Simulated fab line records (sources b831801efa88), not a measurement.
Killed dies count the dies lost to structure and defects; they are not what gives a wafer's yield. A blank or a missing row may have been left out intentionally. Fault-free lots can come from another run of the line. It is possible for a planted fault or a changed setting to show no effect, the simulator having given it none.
Problem report in the 8D (eight disciplines) form, filled by code	flow gf180mcu	the parts of the form that need people (team, actions taken, sign-off) are left out

1. THE PROBLEM
headPressurePsi at GF_CONTACT_CMP_27 reads a mean of 3.180 psi on 6 wafers of 2 lots; wafers without a fault read 3.500 psi with a standard deviation of 0.0074. That is -43 standard deviations from the usual mean.
The step: polishes, stops on SiO2, t overpolish 15 s, target thk 0 nm.
Earliest sighting: wafer L617.2 on cmp-02 at day 21 01:57. Wafers with a number at this step in the record: 39, from 13 lots. By rule, "out" or "out of limits" means more than 4 standard deviations away from the usual mean. Any other wafer with a number is counted as sound.

2. WHAT IT IS; WHAT IT IS NOT
question	is	is not
which readings at this step	headPressurePsi	edgeZonePressureFrac, overpolishRunS, slurryFlowMlMin
which lots	L617, L621	L604, L605, L606, L607, L608, L609, L610, L611, L612, L613, L614
which wafers of those lots	all that have a number	-
read on which tools	cmp-02	cmp-01
when	from day 21 01:57	up to then (33 sound wafers)

3. WHAT RULES OUT EACH SUSPECT
Counting: a tool stays on the suspect list if, at a process step up to the reading, it processed all lots that are out and no sound lot following the first of them.
- cmp-02 at GF_CONTACT_CMP_27 (polishes, stops on SiO2, t overpolish 15 s, target thk 0 nm): kept. All lots that are out passed through it, beginning with L617 at day 21 01:57, and no sound lot followed; its final sound lot before that point was L614 at day 20 03:34. On those wafers its own readings are out: headPressurePsi.
The count leaves cmp-02 at GF_CONTACT_CMP_27.

4. THE CAUSE (what the simulator had put in)
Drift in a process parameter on cmp-02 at GF_CONTACT_CMP_27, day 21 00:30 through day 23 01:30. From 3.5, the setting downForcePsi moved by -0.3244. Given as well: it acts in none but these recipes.
After counting, this tool was the only one left.

5. THE EFFECT CHAIN, in route order
Rows list readings where the struck wafers' mean (over those with a number) sits beyond 3 standard deviations from the usual. Only readings whose record carries a usual standard deviation are examined. hours: median over the lots of the time between each lot's start at the first step of this table that gives one and its start at this step. sigmas: the change, counted in usual standard deviations.
hours	step	reading	usual	on struck wafers	change	sigmas
0	GF_CONTACT_CMP_27	headPressurePsi	3.500 psi	3.180	-0.320	-43
Here are the process steps it includes:
- GF_CONTACT_CMP_27: polishes, stops on SiO2, t overpolish 15 s, target thk 0 nm.
Later measuring or inspecting steps at which every struck wafer that the step has a row for has a number for every such reading, and none has moved that far: GF_M4_RS_MEAS_05, GF_V4_RS_MEAS_24.

6. HOW IT WOULD HAVE BEEN CAUGHT EARLIER
In this record the first reading out of limits was taken at day 21 01:57, 1 hour after the fault began at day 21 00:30.
